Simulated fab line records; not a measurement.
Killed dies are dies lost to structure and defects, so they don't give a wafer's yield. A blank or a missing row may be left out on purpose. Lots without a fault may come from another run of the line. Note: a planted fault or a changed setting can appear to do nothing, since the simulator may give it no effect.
A struck lot beside a sound one + flow gf180mcu + 18 out of 602 route steps
Sound: the wafers L956.1, L956.3, L956.6. Wafers struck: L946.1, L946.5. The cause is named last.
Each step with rows lists, per side, the tool, then ch with its chambers, then its first start. Under that, the readings that differ: sound wafers + struck wafers + difference of the means + sigmas: that difference in standard deviations of wafers without a fault.
alike: readings whose means differ by less than 2 such deviations, and words and numbers that are the same on both sides. not compared: withheld readings, readings that some wafer has no value for, bounds like >300 that may hide the same value, and numbers for which the record gives no deviation and whose values overlap.
The two part at a step that has a row with sigmas, a row that says differs or no value, or rows on one side only. Numbers that have no deviation but don't overlap get no sigmas and don't part them. A reading missing from all wafers of one side parts the sides only when that side holds two or more wafers.

first, 2 steps without rows for these wafers: GF_CONTACT_PEB_12 (peb time 90 s); GF_CONTACT_DEVELOP_13 (develop time 60 s).
GF_CONTACT_CD_MEAS_14 targets a cd of 220 nm.
  struck on cd sem-01, day 19 04:35; sound on cd sem-01, day 22 16:19
  alike: cd nm
GF_CONTACT_OVL_MEAS_15:
  struck on overlay-02, day 19 04:42; sound on overlay-02, day 22 16:26
  alike: CONTACT_OVL
GF_CONTACT_ETCH_16: etches BARC in N2/H2.
  sound on rie diel-02 ch 1,3, day 22 16:29; struck on rie diel-04 ch 0,1, day 19 04:44
  alike: drypump motor current A, oes product au, throttle valve pct
then, 1 step without rows for these wafers: GF_CONTACT_ETCH_17 (etches SiO2 in C4F8/O2/Ar, stops on CoSi2, target depth 860 nm).
GF_CONTACT_STRIP_18: strips in O2/N2.
  sound on plasma asher-01 ch 0,1, day 22 16:38; struck on plasma asher-03 ch 0,1, day 19 04:53
  alike: drypump motor current A, heater power w, oes product au
  not compared: rf hours counter h
then, 3 steps without rows for these wafers: GF_CONTACT_CLEAN_19 (cleans in SPM); GF_CONTACT_CLEAN_20 (cleans in DIW); GF_CONTACT_CLEAN_21 (cleans in dHF, time 20 s).
GF_CONTACT_SPUTTER_22: material Ti, target thk 15 nm, time 80.02 s.
  struck on pvd sputter-04, day 19 05:11; sound on pvd sputter-03, day 22 16:56
  alike: throttle valve pct
GF_CONTACT_SPUTTER_23: material TiN, target thk 10 nm, time 40 s.
  struck on pvd sputter-04, day 19 05:15; sound on pvd sputter-03, day 22 17:00
  alike: throttle valve pct
GF_CONTACT_CVD_24: deposits W, target thk 300 nm, time 90.339 s.
  sound on cvd w-01 ch 0,1, day 22 17:02; struck on cvd w-02 ch 0, day 19 05:17
| reading                               | sound                | struck        | difference | sigmas |
|---------------------------------------|----------------------|---------------|------------|--------|
| heater power outer w (W)              | 493 574 524          | 706 683       | +164       | +5     |
| heater power w (W)                    | 803 968 796          | 1004 1014     | +153       | +3     |
| susceptor temp C (C)                  | 400.24 399.64 400.04 | 423.22 423.85 | +23.56     | +98    |
| model.W_of_CONTACT_CVD_24.thk nm (nm) | 294.1 299.6 296.6    | 449.2 447.1   | +151.4     |        |
GF_CONTACT_RS_MEAS_25: uses a four-point probe to measure.
  struck on film metro-02, day 19 05:23; sound on film metro-02, day 22 17:08
| reading               | sound             | struck      | difference | sigmas |
|-----------------------|-------------------|-------------|------------|--------|
| CONTACT_W_RS (ohm/sq) | 0.390 0.383 0.386 | 0.254 0.256 | -0.131     | -41    |
GF_CONTACT_THK_MEAS_26: measures by xrf.
  struck on film metro-02, day 19 05:31; sound on film metro-02, day 22 17:16
| reading            | sound             | struck      | difference | sigmas |
|--------------------|-------------------|-------------|------------|--------|
| CONTACT_W_THK (nm) | 294.8 300.0 295.2 | 451.0 448.7 | +153.2     | +51    |
GF_CONTACT_CMP_27: polishes, stops on SiO2, t overpolish 15 s, target thk 0 nm.
  sound on cmp-01 ch 1,2, day 22 17:44; struck on cmp-01 ch 0,1, day 19 05:40
| reading                | sound    | struck  | difference | sigmas |
|------------------------|----------|---------|------------|--------|
| time to endpoint s (s) | 67 68 69 | 109 109 | +41        | +12    |
  alike: head pressure psi, motor current A, slurry filter dp kPa
GF_M1_SPUTTER_00: material Ti, target thk 37.5 nm, time 150 s.
  struck on pvd sputter-01, day 19 05:52; sound on pvd sputter-01, day 22 17:59
  alike: throttle valve pct
GF_PASSIVATION_PROBE_99:
  rows exist in the record for the sound wafers here (prober-02, day 33 22:22), none for the struck ones

## WHERE THEY PART
Last at GF_PASSIVATION_PROBE_99 as far as this record goes, first at GF_CONTACT_CVD_24.

WHY: what had been put in by the simulator
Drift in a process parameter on cvd w-02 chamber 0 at GF_CONTACT_CVD_24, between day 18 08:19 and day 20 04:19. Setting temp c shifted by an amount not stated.
